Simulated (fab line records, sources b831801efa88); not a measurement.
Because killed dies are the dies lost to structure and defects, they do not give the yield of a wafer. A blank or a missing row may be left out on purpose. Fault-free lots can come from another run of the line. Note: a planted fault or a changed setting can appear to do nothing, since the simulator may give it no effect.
fab line records | flow sfq-line
record: lots: 14 wafers: 40 last-day: 86
route steps=325 shown L0@3 M2@98 I3@143 I4@163
lots with no fault: from the same line, run without faults
start-h: hours from the record's first day to the start of the lot's first wafer shown | wait-h: how many hours have passed since the lot's step before this one | " same as the row above | L1.1+2: several wafers, shown together as one row | - no value, or no start given | * or withheld: withheld | < > ~ a bound
route shown NAME@n: a module of which the file shows steps, and the number in the route of the first | usual: mean and standard deviation over wafers with no fault | same: alike in all rows | chamber/n: place in a boat | sites: each site's reading | _std_site: their standard deviation | _edge_site: inner sites' mean taken away from outer sites' mean | radius-mm: how far each site lies from the wafer's centre | mask NAME#n: copy n | behind: the tool/chamber that last shaped the wafer | hold: reason for holding the lot/hours on hold/outcome of the hold | device: whichever transistor did not switch (one of n, p or np) | end of line: tests run on the same wafers once the route is complete | a step without rows: its recipe alone | killed: dies lost to structure and defects at the first sort, not the wafer's yield | map: a wafer's dies, x killed, . not, _ none there
set.NAME: setting as actually run; set.NAME@STEP: the setting as run at that earlier step | model.NAME: the simulator's own value behind a step, which no gauge read
the route's steps for a sample of lots (tables are steps, rows are wafers)
services: the hour from which a tool's chamber was out of use, counted from the record's first day as start-h (under 0 if before that day), plus the number of hours and why
== steps ==
step: SFQ_TRILAYER_L0_DEP_SPUTTER_003
recipe: material: MoNx_KI base-pressure-pa: 1.33e-06 target-thk-nm: 40 power-w: 800 time-s: 100 chamber-pressure-pa: 0.4
usual: throttle-valve-pct: 29.4/0.69
columns lot.wafer tool chamber start-h wait-h throttle-valve-pct
L773.2 pvd-sputter-05 - 17.49 0.0 29.9
L773.4 " - " " 28.9
L773.6 " - " " 29.7
L774.1 pvd-sputter-03 - 22.49 0.0 29.1
L774.2 " - " " 30.0
L774.4 " - " " 28.4
L775.1 pvd-sputter-05 - 27.49 0.0 29.6
L775.3 " - " " 28.6
L775.6 " - " " 29.6
L776.1 pvd-sputter-05 - 32.49 0.0 28.7
L776.2 " - " " 29.8
L776.5 " - " " 30.0
L777.1 pvd-sputter-05 - 37.49 0.0 28.6
L777.3 " - " " 29.8
L777.4 " - " " 28.8
L779.1 pvd-sputter-03 - 47.49 0.0 30.0
L779.4 " - " " 28.8
L779.6 " - " " 30.0
L785.2 pvd-sputter-03 - 77.49 0.0 28.8
L785.3 " - " " 30.6
L787.2 pvd-sputter-03 - 87.49 0.0 28.5
L787.6 " - " " 29.9
L790.1 pvd-sputter-05 - 102.49 0.0 29.6
L790.2 " - " " 30.0
L790.3 " - " " 28.8
L791.3 pvd-sputter-06 - 107.49 0.0 27.7
L791.4 " - " " 30.2
L791.6 " - " " 29.3
L792.1 pvd-sputter-05 - 112.49 0.0 29.9
L792.2 " - " " 28.8
L792.5 " - " " 29.7
L793.1 pvd-sputter-05 - 117.49 0.0 28.8
L793.2 " - " " 28.5
L793.3 " - " " 29.5
L794.2 pvd-sputter-05 - 122.49 0.0 29.6
L794.4 " - " " 28.9
L794.5 " - " " 29.8
L795.2 pvd-sputter-05 - 127.49 0.0 29.8
L795.3 " - " " 28.9
L795.6 " - " " 28.8
step: SFQ_L0_RS_MEAS_901
recipe: thk-meas-gauge: four-point-probe reads: MoNx_KI_of_TRILAYER_L0_DEP_SPUTTER_003
usual: L0_MONX_KI_RS: 43.8/0.6
columns lot.wafer tool chamber start-h wait-h L0_MONX_KI_RS[ohm/sq]
L773.2 film-metro-01 - 17.58 0.1 43.7
L773.4 " - " " 42.6
L773.6 " - " " 42.5
L774.1 film-metro-01 - 22.56 0.0 44.6
L774.2 " - " " 43.7
L774.4 " - " " 43.8
L775.1 film-metro-03 - 27.56 0.0 44.6
L775.3 " - " " 43.5
L775.6 " - " " 44.3
L776.1 film-metro-03 - 32.56 0.0 43.0
L776.2 " - " " 44.1
L776.5 " - " " 44.3
L777.1 film-metro-01 - 37.56 0.0 43.7
L777.3 " - " " 45.0
L777.4 " - " " 43.5
L779.1 film-metro-03 - 47.56 0.0 44.1
L779.4 " - " " 43.6
L779.6 " - " " 43.8
L785.2 film-metro-03 - 77.58 0.1 34.2
L785.3 " - " " 43.9
L787.2 film-metro-03 - 87.58 0.1 33.5
L787.6 " - " " 43.4
L790.1 film-metro-03 - 102.56 0.0 44.3
L790.2 " - " " 43.0
L790.3 " - " " 43.1
L791.3 film-metro-04 - 107.60 0.1 43.9
L791.4 " - " " 44.2
L791.6 " - " " 44.7
L792.1 film-metro-04 - 112.56 0.0 44.6
L792.2 " - " " 43.8
L792.5 " - " " 45.1
L793.1 film-metro-03 - 117.56 0.0 43.8
L793.2 " - " " 43.9
L793.3 " - " " 43.8
L794.2 film-metro-04 - 122.58 0.1 44.7
L794.4 " - " " 44.1
L794.5 " - " " 45.0
L795.2 film-metro-03 - 127.58 0.1 43.7
L795.3 " - " " 44.3
L795.6 " - " " 44.1
step: SFQ_L0_THK_MEAS_902
recipe: thk-meas-gauge: xrf reads: MoNx_KI_of_TRILAYER_L0_DEP_SPUTTER_003
usual: L0_MONX_KI_THK: 39.8/0.56
columns lot.wafer tool chamber start-h wait-h L0_MONX_KI_THK[nm]
L773.2 film-metro-01 - 17.69 0.1 40.0
L773.4 " - " " 41.0
L773.6 " - " " 41.0
L774.1 film-metro-01 - 22.68 0.1 39.1
L774.2 " - " " 39.9
L774.4 " - " " 40.0
L775.1 film-metro-03 - 27.68 0.1 39.0
L775.3 " - " " 39.8
L775.6 " - " " 39.3
L776.1 film-metro-03 - 32.68 0.1 40.7
L776.2 " - " " 39.4
L776.5 " - " " 39.4
L777.1 film-metro-01 - 37.68 0.1 40.0
L777.3 " - " " 38.8
L777.4 " - " " 40.3
L779.1 film-metro-03 - 47.68 0.1 39.2
L779.4 " - " " 39.8
L779.6 " - " " 39.7
L785.2 film-metro-03 - 77.69 0.1 50.9
L785.3 " - " " 39.5
L787.2 film-metro-03 - 87.69 0.1 51.4
L787.6 " - " " 39.5
L790.1 film-metro-03 - 102.68 0.1 39.1
L790.2 " - " " 40.1
L790.3 " - " " 40.1
L791.3 film-metro-04 - 107.70 0.1 39.7
L791.4 " - " " 39.6
L791.6 " - " " 39.0
L792.1 film-metro-04 - 112.68 0.1 39.2
L792.2 " - " " 40.0
L792.5 " - " " 38.8
L793.1 film-metro-03 - 117.68 0.1 39.6
L793.2 " - " " 39.6
L793.3 " - " " 39.6
L794.2 film-metro-04 - 122.69 0.1 39.1
L794.4 " - " " 39.9
L794.5 " - " " 38.8
L795.2 film-metro-03 - 127.69 0.1 39.5
L795.3 " - " " 39.0
L795.6 " - " " 39.8
step: SFQ_TRILAYER_L0_ETCH_METAL_ETCH_008
recipe: target: MoNx_KI stop-on: SiO2 mask-material: PR chemistry: SF6/O2 target-depth-nm: 50 icp-w: 600 bias-w: 80 pressure-mtorr: 10 time-s: 25
usual: drypump-motor-current-A: 5.9/0.42 oes-product-au: 0.870/0.0076
columns lot.wafer tool chamber start-h wait-h drypump-motor-current-A oes-product-au rf-hours-counter-h
L773.2 rie-metal-03 0 86.96 0.0 6.2 0.865 177
L773.4 " 1 " " 6.6 0.882 -
L773.6 " 1 " " 6.6 0.884 -
L774.1 rie-metal-02 1 88.16 0.0 6.2 0.872 51
L774.2 " 0 " " 5.4 0.874 28
L774.4 " 1 " " 6.2 0.868 -
L775.1 rie-metal-04 1 94.16 0.0 5.5 0.853 8
L775.3 " 0 " " 5.7 0.866 -
L775.6 " 0 " " 5.7 0.861 -
L776.1 rie-metal-04 1 101.00 0.0 5.5 0.883 9
L776.2 " 0 " " 5.7 0.862 138
L776.5 " 1 " " 5.5 0.862 -
L777.1 rie-metal-03 1 105.80 0.0 6.6 0.871 75
L777.3 " 1 " " 6.5 0.855 -
L777.4 " 0 " " 6.2 0.873 -
L779.1 rie-metal-02 0 111.80 0.0 5.4 0.860 32
L779.4 " 0 " " 5.4 0.867 -
L779.6 " 1 " " 6.2 0.872 -
L785.2 rie-metal-03 0 138.89 0.0 6.2 1.004 187
L785.3 " 1 " " 6.6 0.875 -
L787.2 rie-metal-02 1 152.09 0.0 6.2 1.004 63
L787.6 " 0 " " 5.4 0.874 -
L790.1 rie-metal-04 0 186.51 0.0 5.7 0.874 152
L790.2 " 1 " " 5.5 0.874 21
L790.3 " 1 " " 5.6 0.881 -
L791.3 rie-metal-03 1 192.60 0.1 6.5 0.868 -
L791.4 " 1 " " 6.5 0.870 -
L791.6 " 1 " " 6.6 0.866 -
L792.1 rie-metal-02 0 198.51 0.0 5.4 0.856 46
L792.2 " 1 " " 6.2 0.874 72
L792.5 " 1 " " 6.2 0.856 -
L793.1 rie-metal-04 0 203.93 0.0 5.7 0.872 155
L793.2 " 1 " " 5.6 0.864 24
L793.3 " 1 " " 5.6 0.861 -
L794.2 rie-metal-04 1 207.31 0.0 5.5 0.863 24
L794.4 " 0 " " 5.7 0.866 -
L794.5 " 1 " " 5.6 0.861 -
L795.2 rie-metal-03 1 213.31 0.0 6.6 0.868 96
L795.3 " 1 " " 6.6 0.872 -
L795.6 " 1 " " 6.6 0.864 -
step: SFQ_M2_OVL_MEAS_916
usual: M2_OVL: 1/5.6
columns lot.wafer tool chamber start-h wait-h M2_OVL[nm]
L773.2 overlay-02 - 792.84 0.1 -11
L773.4 " - " " -5
L773.6 " - " " -8
L774.1 overlay-02 - 794.03 0.1 -1
L774.2 " - " " 7
L774.4 " - " " 7
L775.1 overlay-02 - 795.23 0.1 -2
L775.3 " - " " 8
L775.6 " - " " -2
L776.1 overlay-01 - 797.63 0.1 7
L776.2 " - " " 4
L776.5 " - " " 2
L777.1 overlay-02 - 798.83 0.1 1
L777.3 " - " " 6
L777.4 " - " " 4
L779.1 overlay-01 - 804.83 0.1 1
L779.4 " - " " 2
L779.6 " - " " 4
L785.2 overlay-01 - 954.79 0.1 -5
L785.3 " - " " 3
L787.2 overlay-01 - 978.79 0.1 5
L787.6 " - " " 12
L790.1 overlay-01 - 989.58 0.1 8
L790.2 " - " " -1
L790.3 " - " " 4
L791.3 overlay-01 - 1019.72 0.1 -18
L791.4 " - " " -7
L791.6 " - " " -10
L792.1 overlay-01 - 1049.51 0.1 5
L792.2 " - " " 5
L792.5 " - " " 5
L793.1 overlay-02 - 1059.11 0.1 1
L793.2 " - " " -4
L793.3 " - " " 1
L794.2 overlay-01 - 1072.42 0.1 10
L794.4 " - " " 7
L794.5 " - " " 4
L795.2 overlay-02 - 1084.29 0.1 3
L795.3 " - " " 5
L795.6 " - " " 0
step: SFQ_I3_OVL_MEAS_923
usual: I3_OVL: -1/5.8
columns lot.wafer tool chamber start-h wait-h I3_OVL[nm]
L773.2 overlay-02 - 962.47 0.1 -5
L773.4 " - " " -4
L773.6 " - " " -4
L774.1 overlay-01 - 964.95 0.1 0
L774.2 " - " " 2
L774.4 " - " " -4
L775.1 overlay-01 - 970.35 0.1 -5
L775.3 " - " " -11
L775.6 " - " " -7
L776.1 overlay-01 - 971.55 0.1 2
L776.2 " - " " 5
L776.5 " - " " 5
L777.1 overlay-02 - 975.06 0.1 3
L777.3 " - " " 7
L777.4 " - " " 3
L779.1 overlay-02 - 979.95 0.1 -9
L779.4 " - " " 2
L779.6 " - " " -5
L785.2 overlay-02 - 1051.66 0.1 5
L785.3 " - " " 8
L787.2 overlay-02 - 1055.26 0.1 -7
L787.6 " - " " -11
L790.1 overlay-01 - 1060.16 0.1 -3
L790.2 " - " " -10
L790.3 " - " " -7
L791.3 overlay-01 - 1180.13 0.1 0
L791.4 " - " " -10
L791.6 " - " " -4
L792.1 overlay-01 - 1204.47 0.1 3
L792.2 " - " " -2
L792.5 " - " " -2
L793.1 overlay-01 - 1205.67 0.1 -16
L793.2 " - " " -3
L793.3 " - " " -9
L794.2 overlay-01 - 1212.61 0.1 2
L794.4 " - " " 7
L794.5 " - " " 1
L795.2 overlay-02 - 1248.48 0.1 -10
L795.3 " - " " 2
L795.6 " - " " -6
step: SFQ_TRILAYER_I4_DEP_PECVD_099
recipe: material: SiO2 temp-c: 150 time-s: 111.11 pressure-torr: 2.4 rf-w: 183.3 precursor: SiH4/N2O target-thk-nm: 500
usual: heater-power-w: 84/22 throttle-valve-pct: 23.6/0.8
columns lot.wafer tool chamber start-h wait-h heater-power-w throttle-valve-pct
L773.2 pecvd-03 0 967.14 0.0 111 23.8
L773.4 " 1 " " 59 22.9
L773.6 " 0 " " 116 23.5
L774.1 pecvd-01 1 970.14 0.0 109 23.4
L774.2 " 0 " " 50 21.6
L774.4 " 1 " " 113 23.5
L775.1 pecvd-01 1 974.86 0.0 116 24.1
L775.3 " 2 " " 99 22.8
L775.6 " 2 " " 81 22.7
L776.1 pecvd-03 1 977.26 0.0 48 23.1
L776.2 " 2 " " 78 23.2
L776.5 " 2 " " 80 23.2
L777.1 pecvd-01 2 979.74 0.0 90 23.0
L777.3 " 0 " " 50 21.9
L777.4 " 2 " " 92 23.0
L779.1 pecvd-01 2 984.46 0.0 96 23.1
L779.4 " 1 " " 99 23.9
L779.6 " 0 " " 58 22.1
L785.2 pecvd-02 2 1070.75 0.0 104 24.4
L785.3 " 1 " " 88 24.2
L787.2 pecvd-01 1 1075.55 0.0 114 23.7
L787.6 " 1 " " 115 23.6
L790.1 pecvd-03 2 1079.15 0.0 77 23.5
L790.2 " 0 " " 111 23.9
L790.3 " 1 " " 55 23.3
L791.3 pecvd-03 1 1184.75 0.0 58 23.6
L791.4 " 0 " " 109 24.2
L791.6 " 2 " " 76 23.8
L792.1 pecvd-03 1 1208.98 0.0 60 23.7
L792.2 " 0 " " 108 24.1
L792.5 " 0 " " 110 24.3
L793.1 pecvd-01 1 1211.43 0.0 100 23.7
L793.2 " 0 " " 52 23.0
L793.3 " 2 " " 97 23.7
L794.2 pecvd-03 0 1245.87 0.0 108 24.4
L794.4 " 1 " " 52 23.8
L794.5 " 0 " " 110 24.4
L795.2 pecvd-02 1 1257.87 0.0 82 24.8
L795.3 " 0 " " 83 25.4
L795.6 " 2 " " 102 24.7
== services ==
columns tool chamber start-h hours kind
pecvd-03 - 14.09 2.8 pm
pvd-sputter-05 - 47.83 2.2 repair
pecvd-03 - 116.53 6.0 pm
pecvd-03 - 147.20 1.4 repair
pvd-sputter-05 - 167.07 6.3 repair
pvd-sputter-05 - 213.45 18.4 repair
pvd-sputter-05 - 223.96 4.4 repair
pvd-sputter-05 - 246.98 3.1 repair
pvd-sputter-05 - 317.41 4.2 repair
pecvd-03 2 350.22 16.0 repair
pecvd-03 - 492.06 9.8 repair
pecvd-03 - 563.75 14.0 pm
pecvd-03 - 709.77 0.3 repair
pecvd-03 - 730.64 14.6 pm
pecvd-03 2 747.42 5.9 repair
pecvd-03 1 774.66 7.7 repair
pvd-sputter-05 - 790.79 1.2 repair
pecvd-03 - 805.97 5.5 pm
pvd-sputter-05 - 807.12 6.1 repair
pvd-sputter-05 - 835.57 0.7 repair
pvd-sputter-05 - 968.60 7.5 repair
pvd-sputter-05 - 1033.67 3.1 repair
pvd-sputter-05 - 1086.19 5.2 repair
pvd-sputter-05 - 1167.40 5.2 repair
== key ==
first-sign: step: SFQ_L0_RS_MEAS_901 reading: L0_MONX_KI_RS direction: down sigmas: 17 usual: 43.8 struck: 33.8
effect: step: SFQ_L0_THK_MEAS_902 reading: L0_MONX_KI_THK direction: up sigmas: 20 usual: 39.8 struck: 51.1
effect: step: SFQ_TRILAYER_L0_ETCH_METAL_ETCH_008 reading: oes-product-au direction: up sigmas: 18 usual: 0.870 struck: 1.004
met-at SFQ_TRILAYER_L0_DEP_SPUTTER_003
struck-lots L785,L787
struck-wafers L785.2,L787.2
not-acting-at SFQ_M2_OVL_MEAS_916,SFQ_I3_OVL_MEAS_923,SFQ_TRILAYER_I4_DEP_PECVD_099
onset-between 47.49 77.49
fault: kind: process-parameter-drift tool: pvd-sputter-03 chamber: - onset-h: 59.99 steps: SFQ_TRILAYER_L0_DEP_SPUTTER_003 channel: time-s offset: * shape: step end-h: 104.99 scope: struck-wafers-only acts-in: * stated: *
